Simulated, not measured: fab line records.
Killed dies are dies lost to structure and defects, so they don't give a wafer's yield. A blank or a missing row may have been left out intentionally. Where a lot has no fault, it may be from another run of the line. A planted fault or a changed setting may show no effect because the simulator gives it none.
Matching of chambers    flow sky130    4 sister chambers for SKY_LI_CONTACT_CMP_24 on cmp-02
The step polishes, stops on PSG, t overpolish 20 s, target thk 0 nm. 4 wafers are shown with their chamber, then 10 later ones without.

## WAFERS PAIRED WITH THEIR CHAMBERS
wafer   chamber  motorCurrentA (A)
L800.2  0        10.1
L805.4  3        12.2
L811.5  2        11.0
L812.3  1        9.9

## WAFERS WITHOUT THEIR CHAMBER
wafer   motorCurrentA (A)
L812.6  9.7
L817.2  10.5
L817.4  12.6
L817.5  9.3
L819.1  9.7
L819.3  11.0
L819.4  12.1
L820.2  10.3
L820.3  12.5
L820.4  11.4

## CHAMBER TAKEN BY EACH
wafer   from the rows above           in truth
L812.6  can't be placed: 1 or 0       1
L817.2  can't be placed: 0 or 2 or 1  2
L817.4  3                             3
L817.5  can't be placed: 1 or 0       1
L819.1  can't be placed: 1 or 0       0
L819.3  2                             2
L819.4  3                             3
L820.2  can't be placed: 0 or 1 or 2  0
L820.3  3                             3
L820.4  can't be placed: 2 or 3       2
4 of 10 placed correctly. Can't be placed from these rows: 6 (the true chamber is among the candidates in 6). Number placed wrongly: 0.
How it was worked out, from the rows above alone: a wafer's distance from a chamber is the root of the sum, over the readings, of the square of ((its reading less the chamber's mean) divided by the reading's scatter). If the next closest chamber is less than 2 further off than the closest, the wafer can't be placed; otherwise it belongs to the closest. Each chamber's mean is taken over the wafers shown for it. The scatter: root of mean squared gap, hidden wafer to nearest shown wafer, with one shown wafer a chamber.
